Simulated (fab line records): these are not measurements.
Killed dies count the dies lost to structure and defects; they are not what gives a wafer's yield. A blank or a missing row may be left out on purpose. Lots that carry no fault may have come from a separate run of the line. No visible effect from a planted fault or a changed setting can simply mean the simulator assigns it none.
Split-lot experiment | flow gf180mcu | 23 wafers read from 5 lots, route of 602 steps

THE SPLIT
At GF_NSD_IMPLANT_09, the setting energy-kev was moved away from the recipe's 60 on 9 of the 23 wafers read, by -7.2% to +6.9%. This setting was run at the recipe's value on the other wafers.

FROM THE SPLIT TO THE READING: what the file shows between them, 7 steps
- GF_NSD_IMPLANT_10
- GF_NSD_STRIP_11: strips in O2/N2
- GF_PSD_DEVELOP_06: develop time 60 s (also split here: develop-time-s)
- GF_PSD_CD_MEAS_07: target cd 400 nm
- GF_PSD_IMPLANT_09
- GF_PSD_CLEAN_12: cleans in SC1/SC2, time 150 s
- GF_PSD_RTA_13: time 20 s

THE READING
NSD_RS in ohm/sq, measured at GF_PSD_RS_MEAS_14 by four-point-probe. Fault-free wafers of this fab line usually give 46.10 ohm/sq, standard deviation 0.096 ohm/sq.

wafer  | tool, chamber at the split | energy-kev as run | against the recipe | NSD_RS, ohm/sq | against lot-mates on the recipe
L074.1 | implanter-02, 0            | 60                | recipe             | 46.07          | -
L074.2 | implanter-02, 0            | 60                | recipe             | 46.14          | -
L074.4 | implanter-02, 0            | 60                | recipe             | 46.03          | -
L074.5 | implanter-02, 0            | 60                | recipe             | 46.08          | -
L074.6 | implanter-02, 0            | 60                | recipe             | 46.00          | -
L077.1 | implanter-01, 0            | 58                | -3.3%              | 46.73          | +0.50
L077.2 | implanter-01, 0            | 60                | recipe             | 46.25          | -
L077.4 | implanter-01, 0            | 58                | -3.3%              | 46.70          | +0.47
L077.5 | implanter-01, 0            | 58                | -3.3%              | 46.76          | +0.53
L077.6 | implanter-01, 0            | 60                | recipe             | 46.21          | -
L079.1 | implanter-03, 0            | 60                | recipe             | 46.08          | -
L079.3 | implanter-03, 0            | 60                | recipe             | 46.03          | -
L079.6 | implanter-03, 0            | 60                | recipe             | 45.97          | -
L078.1 | implanter-01, 0            | 60                | recipe             | 46.17          | -
L078.2 | implanter-01, 0            | 64.11             | +6.9%              | 45.03          | -1.21
L078.4 | implanter-01, 0            | 64.11             | +6.9%              | 45.02          | -1.22
L078.5 | implanter-01, 0            | 60                | recipe             | 46.31          | -
L078.6 | implanter-01, 0            | 64.11             | +6.9%              | 45.06          | -1.18
L084.1 | implanter-01, 0            | 55.71             | -7.2%              | 47.26          | +1.28
L084.2 | implanter-01, 0            | 60                | recipe             | 45.97          | -
L084.3 | implanter-01, 0            | 55.71             | -7.2%              | 47.34          | +1.36
L084.5 | implanter-01, 0            | 60                | recipe             | 45.99          | -
L084.6 | implanter-01, 0            | 55.71             | -7.2%              | 47.29          | +1.31

FIT RESULTS
A straight line over all 23 wafers: NSD_RS changes by -0.164 ohm/sq for each +1% of energy-kev; r = -0.99; the points scatter about the line by 0.094 ohm/sq.
The same after taking each lot's own level away (the mean of its wafers on the recipe; 23 wafers): -0.177 ohm/sq for each +1%; r = -1.00; scatter 0.056 ohm/sq.
The reading moves by 1.3 ohm/sq for the largest change in energy-kev, on that fit.
The lots' own levels span 45.980 to 46.240 ohm/sq, that is 2.7 times the standard deviation above.
The two slopes agree, so the slope changes little with the lot-to-lot level.
Check: +1.26 ohm/sq against its lot-mates is what the line predicts for one of the wafers moved furthest among these (-7.2%) when that wafer is left out of the fit. It came out at +1.28 ohm/sq against them.

THE OTHER SPLITS THESE WAFERS WENT THROUGH
Note: prior to the reading, these wafers also went through further splits. Each is held against what the fit with the lots' levels taken away leaves over:
other split on the same wafers   | wafers away from the commonest value | r with NSD_RS (lot level and that fit taken away)
GF_HV_LDD_COAT_41 resist-thk-nm  | 4                                    | -0.05
GF_PSD_DEVELOP_06 develop-time-s | 8                                    | -0.02

THE WHOLE CHAIN: every reading that the file lists as answering this split, in the file's order
step              | what it does                 | reading                                                         | change (the file's fit)               | r (the file's)
GF_NSD_IMPLANT_09 |                              | implant.rp-nm (the simulator's own value, which no gauge read)  | +0.313 nm for each +1% of the setting | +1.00
GF_NSD_IMPLANT_09 |                              | implant.drp-nm (the simulator's own value, which no gauge read) | +0.123 nm for each +1% of the setting | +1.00
GF_NSD_STRIP_11   | strips in O2/N2              | strip-time-to-endpoint-s                                        | withheld for each +1% of the setting  | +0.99
GF_PSD_RS_MEAS_14 | measures by four-point-probe | NSD_RS                                                          | -0.177 for each +1% of the setting    | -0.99

FILE'S OWN FIT
NSD_RS changes by -0.177 ohm/sq for each +1% of energy-kev, r = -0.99.
